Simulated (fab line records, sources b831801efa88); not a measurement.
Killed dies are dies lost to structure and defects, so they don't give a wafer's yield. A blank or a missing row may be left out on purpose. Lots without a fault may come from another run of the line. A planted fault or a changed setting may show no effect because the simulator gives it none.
fab line records | flow sky130
record lots=13 wafers=39 last_day=50
route steps=708 shown NWELL@82 VT_ADJUST_HVTR@138 SONOS_TUNNEL@162 SONOS_ONO@172
lots that met no fault: from a run of the same line without faults
start_h: hours from the record's first day to the start of the lot's first wafer shown | wait_h: hours since the lot's step before | " the same as in the row above | L1.1+2: a row that stands for several wafers | - no value, or no start given | * or withheld: withheld | < > ~ a bound
route shown NAME@n: a module of which the file shows steps, and the number in the route of the first | usual: mean/standard deviation of fault-free wafers | same: alike in all rows | chamber/n: place in a boat | sites: the reading at each site | _std_site: their standard deviation | _edge_site: outer sites' mean less inner sites' | radius_mm: how far each site lies from the wafer's centre | mask NAME#n: copy n | behind: the tool/chamber that last shaped the wafer | hold: why the lot was held/for how many hours/how that ended | device: the transistor (n, p or np) that didn't switch | end of line: the same wafers' tests at the end of the route | a step without rows: its recipe alone | killed: dies lost to structure and defects at the first sort, not the wafer's yield | map: a wafer's dies, x killed, . not, _ none there
set.NAME: the setting as run; set.NAME@STEP: as run at that earlier step | model.NAME: the simulator's own value behind a step, which no gauge read
steps of the route over a sample of lots; a table a step, a row a wafer
## steps
# step SKY_NWELL_RS_MEAS_29
# recipe thk_meas_gauge=four-point-probe
# usual NWELL_RS=625.5/1.6
# columns lot.wafer tool chamber start_h wait_h NWELL_RS[ohm/sq]
L867.2 film_metro-01 - 118.13 0.1 622.4
L867.4 " - " " 622.7
L867.5 " - " " 623.5
L868.3 film_metro-04 - 125.10 0.1 627.6
L868.4 " - " " 626.4
L868.6 " - " " 628.4
L869.2 film_metro-04 - 134.43 0.1 624.4
L869.4 " - " " 625.1
L869.5 " - " " 625.5
L870.3 film_metro-04 - 139.45 0.1 625.4
L870.5 " - " " 623.9
L870.6 " - " " 625.1
L872.3 film_metro-01 - 149.59 0.1 627.1
L872.4 " - " " 626.9
L872.5 " - " " 625.8
L873.4 film_metro-02 - 159.52 0.1 626.5
L873.5 " - " " 628.8
L873.6 " - " " 628.2
L874.3 film_metro-02 - 162.19 0.1 628.8
L874.5 " - " " 627.2
L874.6 " - " " 628.0
L875.1 film_metro-02 - 166.36 0.1 624.6
L875.3 " - " " 623.6
L875.5 " - " " 625.1
L883.1 film_metro-01 - 222.56 0.2 628.0
L883.2 " - " " 625.9
L883.3 " - " " 625.1
L885.2 film_metro-01 - 231.37 0.1 624.6
L885.3 " - " " 623.2
L885.5 " - " " 625.2
L884.2 film_metro-02 - 231.68 0.1 626.7
L884.4 " - " " 626.4
L884.6 " - " " 627.3
L886.2 film_metro-01 - 240.33 0.1 624.5
L886.3 " - " " 621.7
L886.5 " - " " 625.9
L887.2 film_metro-04 - 247.23 0.1 623.2
L887.5 " - " " 623.6
L887.6 " - " " 625.3
# step SKY_VT_ADJUST_HVTR_CD_MEAS_07
# recipe target_cd_nm=380
# usual cd_nm=380.2/2.6
# columns lot.wafer tool chamber start_h wait_h cd_nm
L867.2 cd_sem-02 - 218.82 0.1 381.1
L867.4 " - " " 385.1
L867.5 " - " " 382.2
L868.3 cd_sem-02 - 226.50 0.1 383.0
L868.4 " - " " 381.0
L868.6 " - " " 378.5
L869.2 cd_sem-01 - 240.08 0.1 377.9
L869.4 " - " " 378.3
L869.5 " - " " 378.4
L870.3 cd_sem-02 - 244.44 0.1 381.9
L870.5 " - " " 377.6
L870.6 " - " " 381.1
L872.3 cd_sem-01 - 257.45 0.1 378.5
L872.4 " - " " 377.4
L872.5 " - " " 376.1
L873.4 cd_sem-02 - 268.62 0.1 380.1
L873.5 " - " " 380.3
L873.6 " - " " 380.4
L874.3 cd_sem-02 - 272.84 0.1 383.2
L874.5 " - " " 380.5
L874.6 " - " " 383.0
L875.1 cd_sem-02 - 277.81 0.1 380.9
L875.3 " - " " 380.7
L875.5 " - " " 382.2
L883.1 cd_sem-02 - 349.95 0.1 377.0
L883.2 " - " " 373.2
L883.3 " - " " 376.8
L885.2 cd_sem-02 - 355.47 0.1 375.4
L885.3 " - " " 376.3
L885.5 " - " " 375.9
L884.2 cd_sem-01 - 357.08 0.1 374.5
L884.4 " - " " 376.7
L884.6 " - " " 374.3
L886.2 cd_sem-01 - 367.92 0.1 379.9
L886.3 " - " " 380.0
L886.5 " - " " 379.3
L887.2 cd_sem-02 - 377.93 0.1 380.1
L887.5 " - " " 378.1
L887.6 " - " " 380.0
# step SKY_SONOS_TUNNEL_OVL_MEAS_08
# usual SONOS_TUNNEL_OVL=-0.1/1.4
# columns lot.wafer tool chamber start_h wait_h SONOS_TUNNEL_OVL[nm]
L867.2 overlay-02 - 265.33 0.1 -0.4
L867.4 " - " " 0.6
L867.5 " - " " 1.5
L868.3 overlay-02 - 272.63 0.1 -1.0
L868.4 " - " " -2.4
L868.6 " - " " -2.1
L869.2 overlay-01 - 287.43 0.1 0.6
L869.4 " - " " 3.0
L869.5 " - " " 2.5
L870.3 overlay-02 - 293.09 0.1 0.8
L870.5 " - " " 0.8
L870.6 " - " " 0.1
L872.3 overlay-01 - 306.83 0.1 -0.6
L872.4 " - " " -1.0
L872.5 " - " " -0.6
L873.4 overlay-01 - 319.79 0.1 -0.4
L873.5 " - " " 1.1
L873.6 " - " " -1.1
L874.3 overlay-02 - 323.69 0.1 -0.6
L874.5 " - " " 1.7
L874.6 " - " " -1.0
L875.1 overlay-02 - 329.32 0.1 1.6
L875.3 " - " " -0.6
L875.5 " - " " -0.8
L883.1 overlay-02 - 408.83 0.1 1.1
L883.2 " - " " 1.4
L883.3 " - " " 0.9
L885.2 overlay-01 - 414.84 0.1 -0.3
L885.3 " - " " -1.8
L885.5 " - " " -2.1
L884.2 overlay-02 - 415.78 0.1 0.1
L884.4 " - " " 0.6
L884.6 " - " " 0.4
L886.2 overlay-02 - 427.73 0.1 -0.5
L886.3 " - " " -2.2
L886.5 " - " " -2.6
L887.2 overlay-02 - 440.88 0.1 -0.9
L887.5 " - " " 0.7
L887.6 " - " " -1.0
# step SKY_SONOS_ONO_CVD_04
# recipe material=SiO2 precursor=SiH4/N2O target_thk_nm=5.7199 temp_c=900 pressure_mtorr=400
# usual susceptor_temp_C=900.0/0.4
# columns lot.wafer tool chamber start_h wait_h susceptor_temp_C
L867.2 lpcvd-03 1 273.01 0.0 900.0
L867.4 " 1 " " 899.4
L867.5 " 1 " " 900.0
L868.3 lpcvd-03 0 276.76 0.0 900.0
L868.4 " 0 " " 900.7
L868.6 " 0 " " 899.6
L869.2 lpcvd-03 1 293.24 0.0 900.3
L869.4 " 1 " " 900.0
L869.5 " 1 " " 900.2
L870.3 lpcvd-03 0 296.46 0.0 899.9
L870.5 " 0 " " 900.1
L870.6 " 0 " " 899.8
L872.3 lpcvd-03 0 312.62 0.0 899.5
L872.4 " 0 " " 899.8
L872.5 " 0 " " 899.5
L873.4 lpcvd-03 1 327.21 0.0 900.1
L873.5 " 1 " " 899.8
L873.6 " 1 " " 900.4
L874.3 lpcvd-03 0 329.09 0.3 899.5
L874.5 " 0 " " 900.4
L874.6 " 0 " " 899.4
L875.1 lpcvd-03 1 333.08 0.1 899.7
L875.3 " 1 " " 899.9
L875.5 " 1 " " 900.3
L883.1 lpcvd-03 0 414.23 0.1 899.7
L883.2 " 0 " " 899.8
L883.3 " 0 " " 899.8
L885.2 lpcvd-03 1 420.45 0.0 900.5
L885.3 " 1 " " 900.5
L885.5 " 1 " " 899.8
L884.2 lpcvd-03 1 422.86 0.0 900.0
L884.4 " 1 " " 899.9
L884.6 " 1 " " 900.3
L886.2 lpcvd-03 1 431.84 0.0 900.5
L886.3 " 1 " " 900.5
L886.5 " 1 " " 900.2
L887.2 lpcvd-03 0 446.67 0.0 900.1
L887.5 " 0 " " 900.5
L887.6 " 0 " " 899.6
# step SKY_SONOS_ONO_THK_MEAS_05
# recipe reads=SiO2_of_SONOS_ONO_CVD_04
# usual SONOS_ONO_CVD_04_THK=5.64/0.11
# columns lot.wafer tool chamber start_h wait_h SONOS_ONO_CVD_04_THK[nm]
L867.2 film_metro-01 - 274.27 0.0 5.55
L867.4 " - " " 5.65
L867.5 " - " " 5.62
L868.3 film_metro-03 - 278.65 0.0 5.71
L868.4 " - " " 5.71
L868.6 " - " " 5.77
L869.2 film_metro-01 - 294.50 0.0 5.62
L869.4 " - " " 5.55
L869.5 " - " " 5.57
L870.3 film_metro-03 - 297.73 0.0 5.64
L870.5 " - " " 5.68
L870.6 " - " " 5.63
L872.3 film_metro-02 - 313.89 0.0 5.61
L872.4 " - " " 5.70
L872.5 " - " " 5.66
L873.4 film_metro-02 - 329.12 0.0 6.80
L873.5 " - " " 6.80
L873.6 " - " " 6.86
L874.3 film_metro-02 - 330.98 0.0 6.90
L874.5 " - " " 6.82
L874.6 " - " " 6.83
L875.1 film_metro-02 - 334.95 0.0 6.80
L875.3 " - " " 6.83
L875.5 " - " " 6.97
L883.1 film_metro-03 - 415.48 0.0 5.56
L883.2 " - " " 5.68
L883.3 " - " " 5.66
L885.2 film_metro-03 - 421.71 0.0 5.78
L885.3 " - " " 5.70
L885.5 " - " " 5.78
L884.2 film_metro-02 - 424.12 0.0 5.59
L884.4 " - " " 5.60
L884.6 " - " " 5.55
L886.2 film_metro-01 - 433.10 0.0 5.57
L886.3 " - " " 5.51
L886.5 " - " " 5.62
L887.2 film_metro-03 - 447.93 0.0 5.85
L887.5 " - " " 5.94
L887.6 " - " " 5.88
## key
first_sign step=SKY_SONOS_ONO_THK_MEAS_05 reading=SONOS_ONO_CVD_04_THK direction=up sigmas=11 usual=5.64 struck=6.84
effect none on later readings
met_at SKY_SONOS_ONO_CVD_04
struck_lots L873,L874,L875
tester_left_out L873,L874,L875
not_acting_at SKY_NWELL_RS_MEAS_29,SKY_VT_ADJUST_HVTR_CD_MEAS_07,SKY_SONOS_TUNNEL_OVL_MEAS_08
onset_between 312.62 327.21
fault kind=process_parameter_drift tool=lpcvd-03 chamber=- onset_h=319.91 steps=SKY_SONOS_ONO_CVD_04 channel=target_thk_nm offset=1.1958 shape=step end_h=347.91 stated=5.7199
# tester_left_out: of these lots the tester's yield and bins aren't shown, on N5 and GAA mostly nor the transistor test; their killed dies are dies lost to structure and defects alone, not to doping, threshold or leakage, so they don't give the yield
